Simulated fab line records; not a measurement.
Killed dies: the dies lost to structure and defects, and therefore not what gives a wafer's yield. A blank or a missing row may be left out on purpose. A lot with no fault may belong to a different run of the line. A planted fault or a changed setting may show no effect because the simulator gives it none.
fab line records | flow gf180mcu
[record] lots = 5 wafers = 15 last_day = 34
route steps=602 shown HV_LDD@229 NSD@235 PSD@248
lots untouched by any fault: they come from a run of this same line in which no faults occurred
start_h: hours from the record's first day to the start of the lot's first wafer shown | wait_h: hours since the lot's step before | " unchanged from the row above | L1.1+2: a single row standing in for several wafers | - value missing, or start not given | * or withheld: withheld | < > ~ a bound
route shown NAME@n: names a module that has steps shown in the file, with the first one's number in the route | usual: mean/standard deviation taken from wafers without a fault | same: alike in all rows | chamber/n: place in a boat | sites: each site's reading | _std_site: the values' standard deviation | _edge_site: inner sites' mean taken away from outer sites' mean | radius_mm: for every site, how far away it sits from the centre of the wafer | mask NAME#n: copy n | behind: the last tool/chamber to shape the wafer | hold: reason for holding the lot/hours on hold/outcome of the hold | device: whichever transistor did not switch (one of n, p or np) | end of line: at the end of the route, the tests of the same wafers | a step given without rows: its recipe and nothing more | killed: the dies lost at the first sort to structure and to defects; this is not the yield of the wafer | map: per-die view of a wafer (x killed, . not killed, _ where there is no die)
set.NAME: the setting that was run; set.NAME@STEP: the one run at that earlier step | model.NAME: the simulator's own value behind a step, which no gauge read
a table for each step, a row for each wafer; lots at some steps of the route
services: from which hour (start_h, from the record's first day; less than 0 if before it) a tool's chamber was out of use, for how many hours, and why
[[steps]]
[step GF_HV_LDD_RS_MEAS_53]
[recipe] thk_meas_gauge = four-point-probe
[usual] HV_LDD_RS = 417.6/0.95
// columns lot.wafer tool chamber start_h wait_h HV_LDD_RS[ohm/sq]
L077.1 film_metro-03 - 295.15 0.1 418.9
L077.2 " - " " 417.7
L077.6 " - " " 418.0
L086.2 film_metro-03 - 376.12 0.1 415.3
L086.3 " - " " 416.3
L086.5 " - " " 417.8
L092.2 film_metro-02 - 418.47 0.1 416.5
L092.5 " - " " 416.7
L092.6 " - " " 416.3
L093.3 film_metro-01 - 426.30 0.1 417.3
L093.5 " - " " 417.4
L093.6 " - " " 417.9
L095.4 film_metro-03 - 442.01 0.1 418.0
L095.5 " - " " 417.5
L095.6 " - " " 418.9
[step GF_HV_LDD_CVD_54]
[recipe] material = SiO2 target_thk_nm = 10 precursor = TEOS temp_c = 680 time_s = 75 pressure_mtorr = 400
[usual] zone_power_upper_pct = 9.8/1.1
// columns lot.wafer tool chamber start_h wait_h zone_power_upper_pct
L077.1 lpcvd-01 1 295.27 0.1 9.0
L077.2 " 1 " " 9.0
L077.6 " 1 " " 9.0
L086.2 lpcvd-02 0 376.22 0.1 11.7
L086.3 " 0 " " 11.5
L086.5 " 0 " " 11.6
L092.2 lpcvd-01 1 418.57 0.1 9.0
L092.5 " 1 " " 8.9
L092.6 " 1 " " 9.1
L093.3 lpcvd-01 0 426.38 0.1 8.8
L093.5 " 0 " " 9.0
L093.6 " 0 " " 9.0
L095.4 lpcvd-01 1 442.07 0.0 9.1
L095.5 " 1 " " 9.1
L095.6 " 1 " " 9.0
[step GF_HV_LDD_THK_MEAS_55]
[recipe] reads = SiO2_of_HV_LDD_CVD_54
[usual] HV_LDD_CVD_54_THK = 9.98/0.15
// columns lot.wafer tool chamber start_h wait_h HV_LDD_CVD_54_THK[nm]
L077.1 film_metro-01 - 296.29 0.0 9.73
L077.2 " - " " 9.80
L077.6 " - " " 9.75
L086.2 film_metro-02 - 377.25 0.0 10.36
L086.3 " - " " 10.24
L086.5 " - " " 10.10
L092.2 film_metro-02 - 420.12 0.0 9.95
L092.5 " - " " 9.77
L092.6 " - " " 9.97
L093.3 film_metro-03 - 427.42 0.0 9.96
L093.5 " - " " 10.00
L093.6 " - " " 10.06
L095.4 film_metro-01 - 443.12 0.0 9.95
L095.5 " - " " 9.78
L095.6 " - " " 9.92
[step GF_HV_LDD_CVD_56]
[recipe] material = Si3N4 precursor = DCS/NH3 target_thk_nm = 90 temp_c = 770 time_s = 1543 pressure_mtorr = 250
[usual] zone_power_upper_pct = 12.8/1.5
// columns lot.wafer tool chamber start_h wait_h zone_power_upper_pct
L077.1 lpcvd-01 1 296.35 0.1 11.6
L077.2 " 1 " " 11.4
L077.6 " 1 " " 11.5
L086.2 lpcvd-02 1 377.30 0.0 14.0
L086.3 " 1 " " 13.9
L086.5 " 1 " " 13.6
L092.2 lpcvd-02 0 420.17 0.0 14.5
L092.5 " 0 " " 14.6
L092.6 " 0 " " 14.6
L093.3 lpcvd-01 0 427.46 0.0 11.4
L093.5 " 0 " " 11.5
L093.6 " 0 " " 11.3
L095.4 lpcvd-01 0 443.15 0.0 11.4
L095.5 " 0 " " 11.3
L095.6 " 0 " " 11.4
[step GF_HV_LDD_THK_MEAS_57]
[recipe] reads = Si3N4_of_HV_LDD_CVD_56
[usual] HV_LDD_CVD_56_THK = 90.2/0.92
// columns lot.wafer tool chamber start_h wait_h HV_LDD_CVD_56_THK[nm]
L077.1 film_metro-02 - 297.78 0.0 90.6
L077.2 " - " " 89.4
L077.6 " - " " 90.8
L086.2 film_metro-01 - 378.74 0.0 90.3
L086.3 " - " " 91.4
L086.5 " - " " 90.9
L092.2 film_metro-02 - 421.60 0.0 90.3
L092.5 " - " " 90.1
L092.6 " - " " 89.7
L093.3 film_metro-01 - 428.91 0.0 89.2
L093.5 " - " " 89.1
L093.6 " - " " 89.8
L095.4 film_metro-02 - 444.61 0.0 88.5
L095.5 " - " " 89.8
L095.6 " - " " 89.4
[step GF_HV_LDD_ETCHBACK_58]
[recipe] chemistry = CH3F/O2 target = Si3N4 stop_on = SiO2 source_w = 400 bias_w = 80 pressure_mtorr = 25 ch3f_flow_sccm = 40 O2_flow_sccm = 30 time_s = 100 target_depth_a = 900
[usual] drypump_motor_current_A = 5.8/0.34 oes_product_au = 0.844/0.0069 throttle_valve_pct = 10.562/0.0096
// columns lot.wafer tool chamber start_h wait_h drypump_motor_current_A oes_product_au rf_hours_counter_h throttle_valve_pct
L077.1 rie_diel-01 1 297.84 0.1 6.0 0.843 3 10.577
L077.2 " 0 " " 6.3 0.840 9 10.567
L077.6 " 1 " " 6.1 0.839 - 10.547
L086.2 rie_diel-02 2 378.79 0.0 5.9 0.847 20 10.551
L086.3 " 0 " " 5.7 0.842 20 10.556
L086.5 " 2 " " 5.9 0.852 - 10.566
L092.2 rie_diel-02 1 421.65 0.0 6.1 0.849 23 10.561
L092.5 " 1 " " 6.1 0.838 - 10.567
L092.6 " 2 " " 5.9 0.835 - 10.564
L093.3 rie_diel-03 0 428.95 0.0 5.7 0.837 12 10.568
L093.5 " 1 " " 4.9 0.841 - 10.566
L093.6 " 2 " " 6.2 0.846 - 10.557
L095.4 rie_diel-02 3 444.64 0.0 5.6 0.840 1 10.562
L095.5 " 3 " " 5.7 0.839 - 10.563
L095.6 " 0 " " 5.7 0.841 - 10.569
[step GF_NSD_DEHYDRATE_00]
[recipe] temp_c = 200 time_s = 60
[usual] chill_plate_temp_C = 22.98/0.11
// columns lot.wafer tool chamber start_h wait_h chill_plate_temp_C
L077.1 litho_track-01 0 307.36 9.5 22.92
L077.2 " 0 " " 23.01
L077.6 " 0 " " 22.98
L086.2 litho_track-01 0 389.69 10.9 23.24
L086.3 " 0 " " 22.99
L086.5 " 0 " " 23.20
L092.2 litho_track-03 0 432.99 11.3 22.96
L092.5 " 0 " " 23.17
L092.6 " 0 " " 23.10
L093.3 litho_track-04 0 440.45 11.5 22.99
L093.5 " 0 " " 22.87
L093.6 " 0 " " 23.00
L095.4 litho_track-03 0 456.34 11.7 22.90
L095.5 " 0 " " 22.98
L095.6 " 0 " " 22.99
[step GF_NSD_HMDS_01]
[recipe] prime_time_s = 60 prime_temp_c = 120
[usual] chill_plate_temp_C = 22.99/0.11
// columns lot.wafer tool chamber start_h wait_h chill_plate_temp_C
L077.1 litho_track-01 0 307.51 0.1 23.10
L077.2 " 0 " " 23.05
L077.6 " 0 " " 23.08
L086.2 litho_track-01 0 389.84 0.1 23.04
L086.3 " 0 " " 23.10
L086.5 " 0 " " 23.04
L092.2 litho_track-03 0 433.14 0.1 22.97
L092.5 " 0 " " 22.93
L092.6 " 0 " " 22.90
L093.3 litho_track-04 0 440.60 0.1 22.83
L093.5 " 0 " " 23.14
L093.6 " 0 " " 22.92
L095.4 litho_track-03 0 456.49 0.1 22.96
L095.5 " 0 " " 22.99
L095.6 " 0 " " 23.01
[step GF_NSD_COAT_02]
[recipe] resist = NOVOLAK spin_rpm = 3000 resist_thk_nm = 1000
[usual] chill_plate_temp_C = 23.01/0.1
// columns lot.wafer tool chamber start_h wait_h chill_plate_temp_C
L077.1 litho_track-01 0 307.66 0.1 23.12
L077.2 " 0 " " 23.03
L077.6 " 0 " " 23.09
L086.2 litho_track-01 0 389.99 0.1 23.05
L086.3 " 0 " " 23.20
L086.5 " 0 " " 22.66
L092.2 litho_track-03 0 433.29 0.1 23.20
L092.5 " 0 " " 23.11
L092.6 " 0 " " 23.13
L093.3 litho_track-04 0 440.75 0.1 23.03
L093.5 " 0 " " 23.04
L093.6 " 0 " " 23.00
L095.4 litho_track-03 0 456.64 0.1 22.98
L095.5 " 0 " " 22.90
L095.6 " 0 " " 23.11
[step GF_NSD_SOFTBAKE_03]
[recipe] temp_c = 90 time_s = 60 resist = NOVOLAK
[usual] chill_plate_temp_C = 22.99/0.11
// columns lot.wafer tool chamber start_h wait_h chill_plate_temp_C
L077.1 litho_track-01 0 307.81 0.1 23.16
L077.2 " 0 " " 23.06
L077.6 " 0 " " 23.22
L086.2 litho_track-01 0 390.14 0.1 22.97
L086.3 " 0 " " 23.14
L086.5 " 0 " " 22.99
L092.2 litho_track-03 0 433.44 0.1 22.96
L092.5 " 0 " " 22.85
L092.6 " 0 " " 23.16
L093.3 litho_track-04 0 440.90 0.1 23.03
L093.5 " 0 " " 22.90
L093.6 " 0 " " 22.93
L095.4 litho_track-03 0 456.79 0.1 23.09
L095.5 " 0 " " 23.02
L095.6 " 0 " " 23.09
[step GF_NSD_EXPOSE_04]
[recipe] mask_id = Nplus target_cd_nm = 400 na = 0.6 source_shape = conventional sigma_outer = 0.6 dose_mj = 140
[usual] focus_offset_nm = -0.1/0.51
// columns lot.wafer tool chamber start_h wait_h mask focus_offset_nm
L077.1 iline_stepper-01 0 - - Nplus#0 0.6
L077.2 " 0 " " Nplus#0 -0.1
L077.6 " 0 " " Nplus#0 0.2
L086.2 iline_stepper-01 0 - - Nplus#0 0.6
L086.3 " 0 " " Nplus#0 0.5
L086.5 " 0 " " Nplus#0 0.2
L092.2 iline_stepper-01 0 - - Nplus#0 0.2
L092.5 " 0 " " Nplus#0 0.4
L092.6 " 0 " " Nplus#0 0.3
L093.3 iline_stepper-01 0 - - Nplus#0 0.4
L093.5 " 0 " " Nplus#0 -0.1
L093.6 " 0 " " Nplus#0 0.3
L095.4 iline_stepper-01 0 - - Nplus#0 -0.6
L095.5 " 0 " " Nplus#0 0.3
L095.6 " 0 " " Nplus#0 0.2
[step GF_NSD_PEB_05]
[recipe] temp_c = withheld time_s = * resist = NOVOLAK
[usual] chill_plate_temp_C = *
// columns lot.wafer tool chamber start_h wait_h chill_plate_temp_C
L077.1 litho_track-01 0 - - *
L077.2 " 0 " " *
L077.6 " 0 " " *
L086.2 litho_track-04 0 - - *
L086.3 " 0 " " *
L086.5 " 0 " " *
L092.2 litho_track-01 0 - - *
L092.5 " 0 " " *
L092.6 " 0 " " *
L093.3 litho_track-01 0 - - *
L093.5 " 0 " " *
L093.6 " 0 " " *
L095.4 litho_track-04 0 - - *
L095.5 " 0 " " *
L095.6 " 0 " " *
[step GF_NSD_DEVELOP_06]
[recipe] develop_time_s = 60 dev_temp_c = 23
[usual] chill_plate_temp_C = 22.99/0.11
// columns lot.wafer tool chamber start_h wait_h chill_plate_temp_C
L077.1 litho_track-01 0 318.51 0.1 22.93
L077.2 " 0 " " 22.93
L077.6 " 0 " " 22.95
L086.2 litho_track-04 0 401.82 0.1 23.07
L086.3 " 0 " " 22.97
L086.5 " 0 " " 22.95
L092.2 litho_track-01 0 445.29 0.1 22.96
L092.5 " 0 " " 23.10
L092.6 " 0 " " 23.19
L093.3 litho_track-01 0 452.86 0.1 23.13
L093.5 " 0 " " 22.98
L093.6 " 0 " " 23.11
L095.4 litho_track-04 0 468.47 0.1 23.05
L095.5 " 0 " " 23.15
L095.6 " 0 " " 23.00
[step GF_NSD_CD_MEAS_07]
[recipe] target_cd_nm = 400
[usual] cd_nm = 399.9/1.9
// columns lot.wafer tool chamber start_h wait_h cd_nm
L077.1 cd_sem-02 - 318.66 0.1 401.0
L077.2 " - " " 401.7
L077.6 " - " " 401.4
L086.2 cd_sem-02 - 401.97 0.1 400.6
L086.3 " - " " 402.3
L086.5 " - " " 398.7
L092.2 cd_sem-01 - 445.43 0.1 396.6
L092.5 " - " " 398.0
L092.6 " - " " 396.7
L093.3 cd_sem-02 - 453.00 0.1 401.0
L093.5 " - " " 400.5
L093.6 " - " " 399.5
L095.4 cd_sem-02 - 468.61 0.1 400.5
L095.5 " - " " 402.2
L095.6 " - " " 400.6
[step GF_NSD_OVL_MEAS_08]
[usual] NSD_OVL = -0.2/1.3
// columns lot.wafer tool chamber start_h wait_h NSD_OVL[nm]
L077.1 overlay-02 - 318.78 0.1 -0.2
L077.2 " - " " 2.6
L077.6 " - " " -0.4
L086.2 overlay-02 - 402.07 0.1 0.7
L086.3 " - " " -1.2
L086.5 " - " " 0.5
L092.2 overlay-02 - 445.54 0.1 -2.2
L092.5 " - " " -2.5
L092.6 " - " " -1.0
L093.3 overlay-01 - 453.09 0.1 1.7
L093.5 " - " " 0.7
L093.6 " - " " 2.2
L095.4 overlay-01 - 468.69 0.1 1.1
L095.5 " - " " -0.8
L095.6 " - " " -1.1
[step GF_NSD_IMPLANT_09]
[recipe] species = As energy_kev = 60 dose_cm2 = 4e+15 tilt_deg = 7
// columns lot.wafer tool chamber start_h wait_h
L077.1+2+6 implanter-04 0 318.82 0.0
L086.2+3+5 implanter-04 0 402.13 0.0
L092.2+5+6 implanter-01 0 445.59 0.0
L093.3+5+6 implanter-01 0 453.17 0.1
L095.4+5+6 implanter-04 0 468.78 0.1
[step GF_NSD_IMPLANT_10]
[recipe] species = P energy_kev = 40 dose_cm2 = 5e+14 tilt_deg = 7
// columns lot.wafer tool chamber start_h wait_h
L077.1+2+6 implanter-04 0 318.97 0.1
L086.2+3+5 implanter-04 0 402.28 0.1
L092.2+5+6 implanter-01 0 445.74 0.1
L093.3+5+6 implanter-01 0 453.32 0.1
L095.4+5+6 implanter-04 0 468.93 0.1
[step GF_NSD_STRIP_11]
[recipe] chemistry = O2/N2 power_w = 1400 pressure_mtorr = 1500 platen_temp_c = 250 o2_flow_sccm = 3000 n2_flow_sccm = 300 overash_fraction = 0.5
[usual] drypump_motor_current_A = 5.7/0.41 heater_power_w = 327/33 oes_product_au = 0.487/0.0048 strip_time_to_endpoint_s = 22.97/0.032
// columns lot.wafer tool chamber start_h wait_h drypump_motor_current_A heater_power_w oes_product_au rf_hours_counter_h strip_time_to_endpoint_s
L077.1 plasma_asher-04 1 319.12 0.1 6.3 310 0.482 64 23.00
L077.2 " 0 " " 5.6 296 0.493 64 22.98
L077.6 " 0 " " 5.6 300 0.486 - 22.95
L086.2 plasma_asher-01 1 402.40 0.1 5.3 308 0.483 66 22.94
L086.3 " 1 " " 5.3 307 0.493 - 22.96
L086.5 " 0 " " 5.2 359 0.480 - 22.96
L092.2 plasma_asher-02 0 445.87 0.1 6.2 325 0.485 2 23.00
L092.5 " 1 " " 5.8 384 0.490 - 22.96
L092.6 " 0 " " 6.1 327 0.475 - 22.99
L093.3 plasma_asher-01 1 453.45 0.1 5.3 305 0.484 - 22.92
L093.5 " 0 " " 5.2 368 0.493 - 22.91
L093.6 " 1 " " 5.3 299 0.473 - 22.92
L095.4 plasma_asher-01 0 469.04 0.1 5.2 380 0.483 - 22.94
L095.5 " 0 " " 5.2 378 0.480 - 22.94
L095.6 " 1 " " 5.3 305 0.496 - 22.95
[step GF_NSD_TW_MEAS_12]
[usual] NSD_TW = 4265/34
// columns lot.wafer tool chamber start_h wait_h NSD_TW
L077.1 film_metro-03 - 319.22 0.1 4237
L077.2 " - " " 4282
L077.6 " - " " 4232
L086.2 film_metro-04 - 402.51 0.1 4244
L086.3 " - " " 4237
L086.5 " - " " 4265
L092.2 film_metro-04 - 445.98 0.1 4221
L092.5 " - " " 4223
L092.6 " - " " 4236
L093.3 film_metro-04 - 453.54 0.1 4242
L093.5 " - " " 4246
L093.6 " - " " 4235
L095.4 film_metro-01 - 469.13 0.1 4317
L095.5 " - " " 4311
L095.6 " - " " 4324
[step GF_PSD_DEHYDRATE_00]
[recipe] temp_c = 200 time_s = 60
[usual] chill_plate_temp_C = 23.02/0.11
// columns lot.wafer tool chamber start_h wait_h chill_plate_temp_C
L077.1 litho_track-01 0 329.16 9.9 22.92
L077.2 " 0 " " 23.10
L077.6 " 0 " " 23.10
L086.2 litho_track-01 0 413.59 11.1 23.05
L086.3 " 0 " " 23.02
L086.5 " 0 " " 23.05
L092.2 litho_track-02 0 457.75 11.8 23.05
L092.5 " 0 " " 23.05
L092.6 " 0 " " 23.17
L093.3 litho_track-02 0 465.27 11.7 22.72
L093.5 " 0 " " 22.83
L093.6 " 0 " " 22.81
L095.4 litho_track-02 0 480.55 11.4 23.12
L095.5 " 0 " " 23.18
L095.6 " 0 " " 23.17
[step GF_PSD_HMDS_01]
[recipe] prime_time_s = 60 prime_temp_c = 120
[usual] chill_plate_temp_C = 22.99/0.098
// columns lot.wafer tool chamber start_h wait_h chill_plate_temp_C
L077.1 litho_track-01 0 329.31 0.1 23.12
L077.2 " 0 " " 22.98
L077.6 " 0 " " 23.03
L086.2 litho_track-01 0 413.74 0.1 22.98
L086.3 " 0 " " 22.87
L086.5 " 0 " " 22.83
L092.2 litho_track-02 0 457.90 0.1 23.07
L092.5 " 0 " " 22.97
L092.6 " 0 " " 22.90
L093.3 litho_track-02 0 465.42 0.1 23.02
L093.5 " 0 " " 22.88
L093.6 " 0 " " 22.82
L095.4 litho_track-02 0 480.70 0.1 23.05
L095.5 " 0 " " 23.08
L095.6 " 0 " " 22.97
[step GF_PSD_COAT_02]
[recipe] resist = NOVOLAK spin_rpm = 3000 resist_thk_nm = 1000
[usual] chill_plate_temp_C = 23.01/0.1
// columns lot.wafer tool chamber start_h wait_h chill_plate_temp_C
L077.1 litho_track-01 0 329.46 0.1 23.16
L077.2 " 0 " " 23.09
L077.6 " 0 " " 23.13
L086.2 litho_track-01 0 413.89 0.1 23.05
L086.3 " 0 " " 23.09
L086.5 " 0 " " 23.07
L092.2 litho_track-02 0 458.05 0.1 22.92
L092.5 " 0 " " 22.93
L092.6 " 0 " " 22.88
L093.3 litho_track-02 0 465.57 0.1 23.02
L093.5 " 0 " " 22.95
L093.6 " 0 " " 23.33
L095.4 litho_track-02 0 480.85 0.1 22.99
L095.5 " 0 " " 23.18
L095.6 " 0 " " 23.00
[step GF_PSD_SOFTBAKE_03]
[recipe] temp_c = 90 time_s = 60 resist = NOVOLAK
[usual] chill_plate_temp_C = 22.98/0.11
// columns lot.wafer tool chamber start_h wait_h chill_plate_temp_C
L077.1 litho_track-01 0 329.61 0.1 22.93
L077.2 " 0 " " 22.89
L077.6 " 0 " " 22.93
L086.2 litho_track-01 0 414.04 0.1 23.06
L086.3 " 0 " " 23.14
L086.5 " 0 " " 23.17
L092.2 litho_track-02 0 458.20 0.1 22.93
L092.5 " 0 " " 23.02
L092.6 " 0 " " 23.13
L093.3 litho_track-02 0 465.72 0.1 22.91
L093.5 " 0 " " 22.87
L093.6 " 0 " " 22.85
L095.4 litho_track-02 0 481.00 0.1 23.03
L095.5 " 0 " " 23.15
L095.6 " 0 " " 23.07
[step GF_PSD_EXPOSE_04]
[recipe] mask_id = Pplus target_cd_nm = 400 na = 0.6 source_shape = conventional sigma_outer = 0.6 dose_mj = 140
[usual] focus_offset_nm = -0.1/0.53
// columns lot.wafer tool chamber start_h wait_h mask focus_offset_nm
L077.1 iline_stepper-01 0 - - Pplus#0 -0.6
L077.2 " 0 " " Pplus#0 -0.5
L077.6 " 0 " " Pplus#0 -0.2
L086.2 iline_stepper-01 0 - - Pplus#0 -0.8
L086.3 " 0 " " Pplus#0 -0.9
L086.5 " 0 " " Pplus#0 -0.2
L092.2 iline_stepper-02 0 - - Pplus#0 0.1
L092.5 " 0 " " Pplus#0 -0.8
L092.6 " 0 " " Pplus#0 -0.2
L093.3 iline_stepper-02 0 - - Pplus#0 -0.2
L093.5 " 0 " " Pplus#0 -0.1
L093.6 " 0 " " Pplus#0 0.4
L095.4 iline_stepper-02 0 - - Pplus#0 -0.5
L095.5 " 0 " " Pplus#0 -0.3
L095.6 " 0 " " Pplus#0 -0.4
[step GF_PSD_PEB_05]
[recipe] temp_c = withheld time_s = * resist = NOVOLAK
[usual] chill_plate_temp_C = *
// columns lot.wafer tool chamber start_h wait_h chill_plate_temp_C
L077.1 litho_track-04 0 - - *
L077.2 " 0 " " *
L077.6 " 0 " " *
L086.2 litho_track-04 0 - - *
L086.3 " 0 " " *
L086.5 " 0 " " *
L092.2 litho_track-02 0 - - *
L092.5 " 0 " " *
L092.6 " 0 " " *
L093.3 litho_track-01 0 - - *
L093.5 " 0 " " *
L093.6 " 0 " " *
L095.4 litho_track-04 0 - - *
L095.5 " 0 " " *
L095.6 " 0 " " *
[step GF_PSD_DEVELOP_06]
[recipe] develop_time_s = 60 dev_temp_c = 23
[usual] chill_plate_temp_C = 23.00/0.11
// columns lot.wafer tool chamber start_h wait_h chill_plate_temp_C
L077.1 litho_track-04 0 340.60 0.1 23.06
L077.2 " 0 " " 23.21
L077.6 " 0 " " 22.98
L086.2 litho_track-04 0 425.47 0.1 23.12
L086.3 " 0 " " 23.14
L086.5 " 0 " " 23.13
L092.2 litho_track-02 0 469.95 0.1 22.91
L092.5 " 0 " " 22.86
L092.6 " 0 " " 23.17
L093.3 litho_track-01 0 477.41 0.1 23.07
L093.5 " 0 " " 22.92
L093.6 " 0 " " 22.85
L095.4 litho_track-04 0 492.97 0.1 23.01
L095.5 " 0 " " 22.79
L095.6 " 0 " " 22.96
[step GF_PSD_CD_MEAS_07]
[recipe] target_cd_nm = 400
[usual] cd_nm = 400.5/2
// columns lot.wafer tool chamber start_h wait_h cd_nm
L077.1 cd_sem-02 - 340.75 0.1 397.5
L077.2 " - " " 399.3
L077.6 " - " " 398.0
L086.2 cd_sem-01 - 425.62 0.1 402.4
L086.3 " - " " 397.9
L086.5 " - " " 400.0
L092.2 cd_sem-01 - 470.10 0.1 402.7
L092.5 " - " " 401.2
L092.6 " - " " 400.9
L093.3 cd_sem-02 - 477.55 0.1 399.0
L093.5 " - " " 397.9
L093.6 " - " " 397.5
L095.4 cd_sem-02 - 493.11 0.1 396.7
L095.5 " - " " 398.4
L095.6 " - " " 397.4
[step GF_PSD_OVL_MEAS_08]
[usual] PSD_OVL = 1.1/1.3
// columns lot.wafer tool chamber start_h wait_h PSD_OVL[nm]
L077.1 overlay-01 - 340.87 0.1 1.0
L077.2 " - " " -0.7
L077.6 " - " " 0.2
L086.2 overlay-01 - 425.72 0.1 0.5
L086.3 " - " " -0.3
L086.5 " - " " 1.4
L092.2 overlay-02 - 470.20 0.1 0.5
L092.5 " - " " 0.5
L092.6 " - " " 1.3
L093.3 overlay-02 - 477.64 0.1 3.3
L093.5 " - " " 2.0
L093.6 " - " " 1.2
L095.4 overlay-01 - 493.18 0.1 2.5
L095.5 " - " " 0.7
L095.6 " - " " 2.5
[step GF_PSD_IMPLANT_09]
[recipe] species = BF2 energy_kev = 40 dose_cm2 = 1.5e+15 tilt_deg = 7
// columns lot.wafer tool chamber start_h wait_h
L077.1+2+6 implanter-04 0 340.91 0.0
L086.2+3+5 implanter-03 0 425.78 0.0
L092.2+5+6 implanter-04 0 470.26 0.0
L093.3+5+6 implanter-03 0 477.72 0.1
L095.4+5+6 implanter-01 0 493.28 0.1
[step GF_PSD_STRIP_10]
[recipe] chemistry = O2/N2 power_w = 1400 pressure_mtorr = 1500 platen_temp_c = 250 o2_flow_sccm = 3000 n2_flow_sccm = 300 overash_fraction = 0.5
[usual] drypump_motor_current_A = 5.6/0.56 heater_power_w = 330/26 oes_product_au = 0.592/0.0044 strip_time_to_endpoint_s = 16.53/0.033
// columns lot.wafer tool chamber start_h wait_h drypump_motor_current_A heater_power_w oes_product_au rf_hours_counter_h strip_time_to_endpoint_s
L077.1 plasma_asher-03 1 341.06 0.1 4.6 332 0.593 23 16.48
L077.2 " 0 " " 5.6 350 0.596 23 16.49
L077.6 " 1 " " 4.6 331 0.591 - 16.50
L086.2 plasma_asher-03 0 425.90 0.1 5.6 346 0.597 33 16.56
L086.3 " 0 " " 5.7 344 0.601 - 16.58
L086.5 " 0 " " 5.7 338 0.589 - 16.57
L092.2 plasma_asher-04 0 470.38 0.1 5.6 307 0.587 78 16.52
L092.5 " 1 " " 6.3 303 0.593 - 16.53
L092.6 " 0 " " 5.6 299 0.595 - 16.54
L093.3 plasma_asher-04 0 477.85 0.1 5.6 291 0.595 - 16.53
L093.5 " 1 " " 6.3 304 0.595 - 16.57
L093.6 " 0 " " 5.6 301 0.597 - 16.55
L095.4 plasma_asher-03 1 493.39 0.1 4.6 334 0.595 - 16.56
L095.5 " 0 " " 5.7 345 0.595 - 16.56
L095.6 " 1 " " 4.7 336 0.590 - 16.56
[step GF_PSD_TW_MEAS_11]
[usual] PSD_TW = 3196/26
// columns lot.wafer tool chamber start_h wait_h PSD_TW
L077.1 film_metro-03 - 341.16 0.1 3225
L077.2 " - " " 3222
L077.6 " - " " 3228
L086.2 film_metro-03 - 426.01 0.1 3209
L086.3 " - " " 3233
L086.5 " - " " 3216
L092.2 film_metro-03 - 470.49 0.1 3200
L092.5 " - " " 3212
L092.6 " - " " 3199
L093.3 film_metro-03 - 477.94 0.1 3197
L093.5 " - " " 3198
L093.6 " - " " 3205
L095.4 film_metro-04 - 493.48 0.1 3167
L095.5 " - " " 3160
L095.6 " - " " 3155
[step GF_PSD_CLEAN_12]
[recipe] chemistry = SC1/SC2 mix = 1:4:20 temp_c = 70 time_s = 150 dry = n2_spin
// columns lot.wafer tool chamber start_h wait_h
L077.1+2+6 wet_bench-03 3 341.22 0.1
L086.2+3+5 wet_bench-02 3 426.06 0.0
L092.2+5+6 wet_bench-04 1 470.54 0.0
L093.3+5+6 wet_bench-04 0 477.98 0.0
L095.4+5+6 wet_bench-02 0 493.51 0.0
[step GF_PSD_RTA_13]
[recipe] temp_c = 1025 time_s = 20 ambient = N2
[usual] lamp_power_pct = 32/3.5 wafer_temp_C_max = 1032.0/2.2
// columns lot.wafer tool chamber start_h wait_h lamp_power_pct wafer_temp_C_max
L077.1 rtp_anneal-01 0 341.27 0.0 29 1032.6
L077.2 " 0 " " 29 1034.4
L077.6 " 0 " " 29 1033.6
L086.2 rtp_anneal-02 0 426.13 0.0 36 1028.8
L086.3 " 0 " " 37 1030.2
L086.5 " 0 " " 36 1029.5
L092.2 rtp_anneal-01 0 470.66 0.0 29 1034.1
L092.5 " 0 " " 29 1032.7
L092.6 " 0 " " 29 1032.6
L093.3 rtp_anneal-01 0 478.11 0.0 29 1033.0
L093.5 " 0 " " 29 1033.4
L093.6 " 0 " " 29 1036.3
L095.4 rtp_anneal-01 0 493.60 0.0 29 1033.3
L095.5 " 0 " " 29 1033.4
L095.6 " 0 " " 29 1034.8
[step GF_PSD_RS_MEAS_14]
[recipe] thk_meas_gauge = four-point-probe
[usual] NSD_RS = 46.08/0.077
// columns lot.wafer tool chamber start_h wait_h NSD_RS[ohm/sq]
L077.1 film_metro-03 - 341.35 0.1 46.02
L077.2 " - " " 45.98
L077.6 " - " " 45.99
L086.2 film_metro-03 - 426.22 0.1 46.20
L086.3 " - " " 46.22
L086.5 " - " " 46.10
L092.2 film_metro-03 - 470.75 0.1 46.08
L092.5 " - " " 45.99
L092.6 " - " " 46.00
L093.3 film_metro-01 - 478.20 0.1 46.06
L093.5 " - " " 46.10
L093.6 " - " " 45.97
L095.4 film_metro-04 - 493.71 0.1 46.21
L095.5 " - " " 46.21
L095.6 " - " " 46.17
[step GF_PSD_RS_MEAS_15]
[recipe] thk_meas_gauge = four-point-probe
[usual] PSD_RS = 108.43/0.25
// columns lot.wafer tool chamber start_h wait_h PSD_RS[ohm/sq]
L077.1 film_metro-03 - 341.47 0.1 108.52
L077.2 " - " " 108.40
L077.6 " - " " 108.19
L086.2 film_metro-03 - 426.34 0.1 108.76
L086.3 " - " " 108.57
L086.5 " - " " 108.78
L092.2 film_metro-03 - 470.87 0.1 108.14
L092.5 " - " " 108.31
L092.6 " - " " 108.34
L093.3 film_metro-01 - 478.32 0.1 108.01
L093.5 " - " " 108.22
L093.6 " - " " 107.84
L095.4 film_metro-04 - 493.83 0.1 108.73
L095.5 " - " " 108.92
L095.6 " - " " 108.34
[[services]]
// columns tool chamber start_h hours kind
wet_bench-03 - 280.66 1.2 repair
wet_bench-04 - 283.28 2.5 repair
wet_bench-02 - 285.60 4.9 repair
rie_diel-01 3 294.43 10.5 repair
plasma_asher-01 - 307.79 4.5 repair
implanter-03 - 308.00 4.2 repair
rie_diel-02 3 308.44 7.4 repair
rie_diel-01 1 313.24 9.3 repair
lpcvd-01 - 314.87 1.0 repair
rie_diel-03 - 327.78 0.3 repair
implanter-01 - 333.67 3.3 pm
implanter-03 - 336.13 2.8 repair
implanter-01 - 339.20 5.6 repair
lpcvd-02 - 341.54 28.1 pm
implanter-03 - 359.92 1.8 repair
plasma_asher-04 - 372.53 24.7 repair
rie_diel-02 0 380.35 2.8 repair
wet_bench-02 - 393.45 0.7 repair
iline_stepper-01 - 398.06 1.7 pm
implanter-03 - 407.38 1.5 repair
rie_diel-02 3 428.31 3.6 repair
implanter-04 - 430.06 3.2 pm
iline_stepper-02 - 450.23 1.7 pm
plasma_asher-01 - 492.33 2.8 pm
[[key]]
fault none
